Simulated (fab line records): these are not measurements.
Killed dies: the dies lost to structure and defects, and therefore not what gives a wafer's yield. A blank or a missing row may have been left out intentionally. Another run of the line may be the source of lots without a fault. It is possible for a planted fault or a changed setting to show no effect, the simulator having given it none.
Code-filled problem report in 8D (eight disciplines) form / flow gf180mcu / the parts of the form that need people (team, actions taken, sign-off) are left out

== 1. THE PROBLEM ==
Wafers free of any fault read 46.25 ohm/sq (standard deviation 0.086) for NSD_RS at GF_PSD_RS_MEAS_14, against a mean of 47.66 ohm/sq on 6 wafers of 2 lots. That puts it +16 standard deviations away from the usual mean.
The step: measures by four-point-probe.
First observed at day 22 00:44: wafer L931.3, on film metro-02. The record holds 42 wafers of 14 lots with a number at this step. Rule for "out" (also "out of limits"): further than 4 standard deviations from the usual mean. Any other wafer with a number is counted as sound.

== 2. WHAT THIS IS AND IS NOT ==
question=which readings at this step; is=NSD_RS; is not=-
question=which lots; is=L931, L932; is not=L910, L912, L913, L914, L915, L918, L920, L921, L922, L924, L925, L929
question=which wafers of those lots; is=all that have a number; is not=-
question=read on which gauges; is=film metro-02, film metro-04; is not=film metro-03
question=when; is=from day 22 00:44; is not=up to then (36 sound wafers)

== 3. SUSPECTS, AND WHAT RULES EACH OUT ==
Counting: a tool at any process step up to the reading remains a suspect when it ran all the lots that are out and ran no sound lot after the first of those.
- the gauge at GF_PSD_RS_MEAS_14 is ruled out. 2 gauges (film metro-02, film metro-04) read the wafers that are out.
- implanter-01 at GF_NSD_IMPLANT_10: kept. It processed each lot that is out, first L931 at day 21 00:38, and no sound lot thereafter; up to then, the last sound lot it processed was L929 at day 20 04:46. On those wafers its own readings are out: beam on s, faraday current uA.
Remaining after the count: implanter-01 at GF_NSD_IMPLANT_10.

== 4. THE CAUSE (what the simulator had put in) ==
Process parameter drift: implanter-01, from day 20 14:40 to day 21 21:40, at GF_NSD_IMPLANT_10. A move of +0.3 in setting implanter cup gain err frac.
This tool alone remained once counting was done.

== 5. THE EFFECT CHAIN, in route order ==
Each row: a reading whose mean over the struck wafers that have a number lies more than 3 standard deviations from the usual. Only readings for which the record gives a usual standard deviation are gone through. hours: the time from each lot's start at the first step in this table that gives one to its start at this step, as a median over the lots. sigmas: the change in usual standard deviations.
hours=0; step=GF_NSD_IMPLANT_10; reading=beam on s; usual=9.99 s; on struck wafers=7.70; change=-2.29; sigmas=-12
hours=0; step=GF_NSD_IMPLANT_10; reading=faraday current uA; usual=2792; on struck wafers=3618; change=+826; sigmas=+16
hours=0; step=GF_NSD_STRIP_11; reading=strip time to endpoint s; usual=22.85 s; on struck wafers=22.73; change=-0.12; sigmas=-3.5
hours=24; step=GF_PSD_RS_MEAS_14; reading=NSD_RS; usual=46.25 ohm/sq; on struck wafers=47.66; change=+1.41; sigmas=+16
Here are the process steps it includes:
- GF_NSD_IMPLANT_10
- GF_NSD_STRIP_11: strips in O2/N2.

== 6. WHAT WOULD HAVE CAUGHT IT SOONER ==
34 hours passed between the start of the fault at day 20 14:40 and the first reading out of limits at a measuring or inspecting step in this record, taken at day 22 00:44.
Tool's own readings at GF_NSD_IMPLANT_10, beam on s, faraday current uA: out on all struck wafers the step has rows for; an alarm limit on them would have tripped on the first.
All the lots that are out (2) had begun GF_NSD_IMPLANT_10 on implanter-01 by day 22 00:44. Had the tool been put on hold then, not one of them would have been saved.
